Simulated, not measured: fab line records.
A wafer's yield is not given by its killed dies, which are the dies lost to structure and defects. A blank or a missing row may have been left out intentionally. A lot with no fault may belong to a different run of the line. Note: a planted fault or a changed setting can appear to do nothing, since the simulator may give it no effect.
Matching of chambers    flow sfqLine    4 sister chambers for SFQ_TRILAYER_L0_VIA_ETCH_VIA_ETCH_016 on rieDiel-02
The step etches SiO2 in CHF3, stops on MoNx KI, target depth 80 nm. 4 wafers are shown with their chamber, then 7 later ones without.

== WAFERS PAIRED WITH THEIR CHAMBERS ==
wafer   chamber  drypumpMotorCurrentA (A)
L742.2  1        5.4
L752.5  0        5.8
L761.2  2        5.7
L761.5  3        6.4

== WAFERS WITHOUT THEIR CHAMBER ==
wafer   drypumpMotorCurrentA (A)
L761.6  5.4
L762.2  5.7
L762.3  5.4
L762.5  6.4
L765.1  5.4
L765.2  6.4
L765.4  5.9

== CHAMBER TAKEN BY EACH ==
wafer   from the rows above  in truth
L761.6  1                    1
L762.2  2                    2
L762.3  1                    1
L762.5  3                    3
L765.1  1                    1
L765.2  3                    3
L765.4  0                    0
Placed correctly: 7 of 7. Can't be placed from these rows: 0. Placed wrongly: 0.
How it was worked out, from the rows above alone: a wafer's distance from a chamber is the root of the sum, over the readings, of the square of ((its reading less the chamber's mean) divided by the reading's scatter). If the next closest chamber is less than 2 further off than the closest, the wafer can't be placed; otherwise it belongs to the closest. For every chamber, the mean is computed from those of its wafers that are shown. The scatter (one wafer shown for each chamber): square how far every hidden wafer sits from the nearest shown wafer, average those squares and take the square root.
